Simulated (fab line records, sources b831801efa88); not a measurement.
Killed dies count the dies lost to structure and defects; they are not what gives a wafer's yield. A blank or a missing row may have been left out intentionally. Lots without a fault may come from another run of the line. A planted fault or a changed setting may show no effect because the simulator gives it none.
Comparing a struck lot with a sound one | flow sky130 | 44 out of 708 route steps
Sound: wafers L313.2, L313.3, L313.6. Struck: wafers L329.2, L329.5, L329.6. The cause is given at the end.
At each step with rows: each side's tool, then ch and its chambers, then its first start. Under that, the readings that differ: sound wafers | struck wafers | difference of the means | sigmas: that difference in standard deviations of wafers without a fault.
alike: readings whose means differ by less than 2 such deviations, and words and numbers that are the same on both sides. not compared: withheld readings, readings that some wafer has no value for, bounds like >300 that may hide the same value, and numbers for which the record gives no deviation and whose values overlap.
A row with sigmas, a row that says differs or no value, or rows on one side alone: a step with any of these is where the two part. When numbers do not overlap yet have no deviation, they are printed without sigmas and do not part them. A reading missing from all wafers of one side parts the sides only when that side holds two or more wafers.

first, 1 step without rows for these wafers: SKY_SONOS_TUNNEL_DEVELOP_06 (develop time 60 s).
SKY_SONOS_TUNNEL_CD_MEAS_07: the cd target is 410 nm.
  sound on cdSem-02 at day 11 20:46; struck on cdSem-02 at day 17 00:56
  alike: cdNm
SKY_SONOS_TUNNEL_OVL_MEAS_08:
  sound on overlay-01 at day 11 20:52; struck on overlay-02 at day 17 01:02
  alike: SONOS_TUNNEL_OVL
then, 3 steps without rows for these wafers: SKY_SONOS_TUNNEL_IMPLANT_09; SKY_SONOS_TUNNEL_WET_ETCH_10 (etches SiO2 in dHF, target depth 14 nm, time 280 s); SKY_SONOS_TUNNEL_STRIP_11 (strips in SPM, time 600 s).
SKY_SONOS_TUNNEL_TW_MEAS_12:
  sound on filmMetro-02 at day 11 21:20; struck on filmMetro-02 at day 17 01:29
  alike: SONOS_TUNNEL_TW
then, 2 steps without rows for these wafers: SKY_SONOS_TUNNEL_CLEAN_13 (cleans in dHF, time 20 s); SKY_SONOS_ONO_OXIDATION_00 (stabilise 600 s, purge 300 s, target thk 2.6 nm).
SKY_SONOS_ONO_THK_MEAS_01:
  sound on filmMetro-01 at day 11 23:41; struck on filmMetro-03 at day 17 04:39
  alike: SONOS_ONO_OXIDATION_THK
then, 1 step without rows for these wafers: SKY_SONOS_ONO_CVD_02 (deposits Si3N4 from DCS/NH3, target thk 10.5 nm, time 180 s).
SKY_SONOS_ONO_THK_MEAS_03:
  sound on filmMetro-01 at day 12 02:12; struck on filmMetro-03 at day 17 07:21
  alike: SONOS_ONO_CVD_02_THK
SKY_SONOS_ONO_CVD_04: deposits SiO2 from SiH4/N2O, target thk 5.7199 nm.
  sound on lpcvd-03 ch 0, day 12 02:15; struck on lpcvd-03 ch 1, day 17 07:24
reading                                   | sound            | struck            | difference | sigmas
zonePowerLowerPct (%)                     | 17.3 17.8 17.8   | 20.1 20.2 20.0    | +2.5       | +2
model.SiO2_of_SONOS_ONO_CVD_04.thkNm (nm) | 5.762 5.799 5.75 | 5.482 5.438 5.406 | -0.328     | 
SKY_SONOS_ONO_THK_MEAS_05:
  sound on filmMetro-01 at day 12 03:31; struck on filmMetro-02 at day 17 08:40
reading                   | sound          | struck         | difference | sigmas
SONOS_ONO_CVD_04_THK (nm) | 5.79 5.85 5.78 | 5.49 5.46 5.41 | -0.35      | -4
then, 7 steps without rows for these wafers: SKY_SONOS_ONO_DEHYDRATE_06 (time 60 s); SKY_SONOS_ONO_HMDS_07 (prime time 60 s); SKY_SONOS_ONO_COAT_08 (resist thk 1140 nm); SKY_SONOS_ONO_SOFTBAKE_09 (time 60 s); SKY_SONOS_ONO_EXPOSE_10 (exposes mask ONOM, target cd 410 nm); SKY_SONOS_ONO_PEB_11; SKY_SONOS_ONO_DEVELOP_12 (develop time 60 s).
SKY_SONOS_ONO_CD_MEAS_13: the cd target is 410 nm.
  sound on cdSem-01 at day 13 04:26; struck on cdSem-02 at day 18 13:04
  alike: cdNm
SKY_SONOS_ONO_OVL_MEAS_14:
  sound on overlay-01 at day 13 04:33; struck on overlay-01 at day 18 13:11
  alike: SONOS_ONO_OVL
SKY_SONOS_ONO_ETCH_15: etches the open film in CHF3/O2, target depth 19.52 nm, time 7.8 s.
  sound on rieDiel-01 ch 0,1,2, day 13 04:35; struck on rieDiel-01 ch 0,1,2, day 18 13:13
  alike: chamberPressureMTorr, drypumpMotorCurrentA, oesProductAu, rfFwdPowerW, throttleValvePct
  not compared: rfHoursCounterH
then, 1 step without rows for these wafers: SKY_SONOS_ONO_WET_ETCH_16 (etches SiO2 in dHF, target depth 14 nm, time 280 s).
SKY_SONOS_ONO_STRIP_17: strips in O2/N2.
  sound on plasmaAsher-04 ch 0,1, day 13 04:41; struck on plasmaAsher-01 ch 0,1, day 18 13:20
  alike: chamberPressureMTorr, drypumpMotorCurrentA, oesProductAu, stripTimeToEndpointS
  not compared: rfHoursCounterH
then, 3 steps without rows for these wafers: SKY_SONOS_ONO_WET_ETCH_18 (etches Si3N4 in H3PO4, target depth 15 nm, time 172 s); SKY_GATE_OXIDE_CLEAN_00 (cleans in SC1/SC2, time 150 s); SKY_GATE_OXIDE_OXIDATION_01 (stabilise 600 s, purge 300 s, target thk 10.268 nm).
SKY_GATE_OXIDE_THK_MEAS_02:
  sound on filmMetro-03 at day 13 06:19; struck on filmMetro-04 at day 18 17:10
  alike: GATE_OXIDE_OXIDATION_00_THK
then, 7 steps without rows for these wafers: SKY_GATE_OXIDE_DEHYDRATE_03 (time 60 s); SKY_GATE_OXIDE_HMDS_04 (prime time 60 s); SKY_GATE_OXIDE_COAT_05 (resist thk 1140 nm); SKY_GATE_OXIDE_SOFTBAKE_06 (time 60 s); SKY_GATE_OXIDE_EXPOSE_07 (exposes mask LVOM, target cd 600 nm); SKY_GATE_OXIDE_PEB_08; SKY_GATE_OXIDE_DEVELOP_09 (develop time 60 s).
SKY_GATE_OXIDE_OVL_MEAS_10:
  sound on overlay-01 at day 14 08:03; struck on overlay-02 at day 19 23:24
  alike: GATE_OXIDE_OVL
then, 2 steps without rows for these wafers: SKY_GATE_OXIDE_IMPLANT_11; SKY_GATE_OXIDE_WET_ETCH_12 (etches SiO2 in dHF, target depth 16.8 nm, time 336 s).
SKY_GATE_OXIDE_STRIP_13: strips in O2/N2.
  sound on plasmaAsher-04 ch 0,1, day 14 08:20; struck on plasmaAsher-04 ch 0,1, day 19 23:41
  alike: chamberPressureMTorr, drypumpMotorCurrentA, oesProductAu, stripTimeToEndpointS
  not compared: rfHoursCounterH
SKY_GATE_OXIDE_TW_MEAS_14:
  sound on filmMetro-04 at day 14 08:27; struck on filmMetro-03 at day 19 23:48
  alike: GATE_OXIDE_TW
SKY_GATE_OXIDE_CLEAN_15: cleans in SC1/SC2, time 150 s.
  sound on wetBench-04 ch 3, day 14 08:30; struck on wetBench-04 ch 1, day 19 23:51
reading                                   | sound             | struck            | difference | sigmas
model.SiO2_of_SONOS_ONO_CVD_04.thkNm (nm) | 4.254 4.294 4.241 | 3.955 3.908 3.879 | -0.349     | 
-- record jumps: 30 days separate the struck wafers' starts on either side; left off in module GATE_OXIDE, taken up again in module PAD_OPEN, whose first shown step is the route's number 708 --
SKY_PAD_OPEN_PROBE_99:
  sound on prober-01 at day 46 08:43; struck on prober-01 at day 50 01:23
reading                             | sound                | struck              | difference | sigmas
model.etest.capOno.gateLog10ACm2    | -8.041 -8.144 -8.062 | -7.78 -7.723 -7.631 | +0.37      | 
model.etest.capOno.toxAccNm (nm)    | 13 13 12.98          | 12.79 12.71 12.66   | -0.27      | 
model.etest.sonosProgrammed.vtV (V) | 1.393 1.47 1.447     | 1.515 1.573 1.599   | +0.126     | 
model.etest.sonosBaked.vtV (V)      | 0.9338 0.9366 0.9441 | 1.019 1.093 1.025   | +0.107     | 
  alike: killed_at_M0_to_M3, killed_at_M4_up, killedAtContacts, killedAtFrontEnd, killedAtOther, killedDies, killedOpen, killedShort

== WHERE THEY PART ==
First at SKY_SONOS_ONO_CVD_04; last, within this record, at SKY_SONOS_ONO_THK_MEAS_05. Later steps at which nothing parts them and some readings are alike: SKY_SONOS_ONO_CD_MEAS_13, SKY_SONOS_ONO_OVL_MEAS_14, SKY_SONOS_ONO_ETCH_15, SKY_SONOS_ONO_STRIP_17, SKY_GATE_OXIDE_THK_MEAS_02, SKY_GATE_OXIDE_OVL_MEAS_10, SKY_GATE_OXIDE_STRIP_13, SKY_GATE_OXIDE_TW_MEAS_14, SKY_PAD_OPEN_PROBE_99.

WHY: the cause the simulator had injected
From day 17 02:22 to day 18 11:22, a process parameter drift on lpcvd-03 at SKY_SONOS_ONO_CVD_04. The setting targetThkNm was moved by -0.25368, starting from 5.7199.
